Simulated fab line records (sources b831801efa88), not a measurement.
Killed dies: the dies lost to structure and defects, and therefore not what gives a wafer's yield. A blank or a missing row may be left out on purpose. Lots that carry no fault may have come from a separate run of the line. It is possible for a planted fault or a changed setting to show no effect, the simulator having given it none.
Matching of chambers :: flow sky130 :: rie diel-02 running SKY_VIA2_ETCH_15: 4 sister chambers
The step etches SiO2 in C4F8/O2/Ar, stops on TiN, target depth 546 nm, time 84 s. 4 wafers are shown with their chamber, then 9 later ones without.

WAFERS WITH THEIR CHAMBER
wafer: L091.4
chamber: 3
oes product au (a.u.): 0.938

wafer: L092.1
chamber: 0
oes product au (a.u.): 0.943

wafer: L092.2
chamber: 1
oes product au (a.u.): 0.937

wafer: L092.4
chamber: 2
oes product au (a.u.): 0.932

WAFERS WITH NO CHAMBER GIVEN
wafer: L095.1
oes product au (a.u.): 0.934

wafer: L095.2
oes product au (a.u.): 0.937

wafer: L095.6
oes product au (a.u.): 0.945

wafer: L096.2
oes product au (a.u.): 0.945

wafer: L096.5
oes product au (a.u.): 0.943

wafer: L096.6
oes product au (a.u.): 0.949

wafer: L097.1
oes product au (a.u.): 0.944

wafer: L097.4
oes product au (a.u.): 0.941

wafer: L097.5
oes product au (a.u.): 0.942

THE CHAMBER EACH PASSED THROUGH
wafer: L095.1
from the rows above: can't be placed: 2 or 1 or 3
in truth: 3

wafer: L095.2
from the rows above: can't be placed: 1 or 3
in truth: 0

wafer: L095.6
from the rows above: 0
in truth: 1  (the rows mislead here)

wafer: L096.2
from the rows above: 0
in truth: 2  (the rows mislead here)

wafer: L096.5
from the rows above: 0
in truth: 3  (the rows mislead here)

wafer: L096.6
from the rows above: 0
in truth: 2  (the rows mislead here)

wafer: L097.1
from the rows above: 0
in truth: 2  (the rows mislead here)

wafer: L097.4
from the rows above: can't be placed: 0 or 3 or 1
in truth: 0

wafer: L097.5
from the rows above: can't be placed: 0 or 3 or 1
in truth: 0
Correctly placed: 0 of 9. From these rows, 4 cannot be placed; in 3 the true chamber is one of the candidates. 5 placed wrongly.
How it was worked out, from the rows above alone: a wafer's distance from a chamber is the root of the sum, over the readings, of the square of ((its reading less the chamber's mean) divided by the reading's scatter). If the next closest chamber is less than 2 further off than the closest, the wafer can't be placed; otherwise it belongs to the closest. For every chamber, the mean is computed from those of its wafers that are shown. The scatter: root of mean squared gap, hidden wafer to nearest shown wafer, with one shown wafer a chamber.
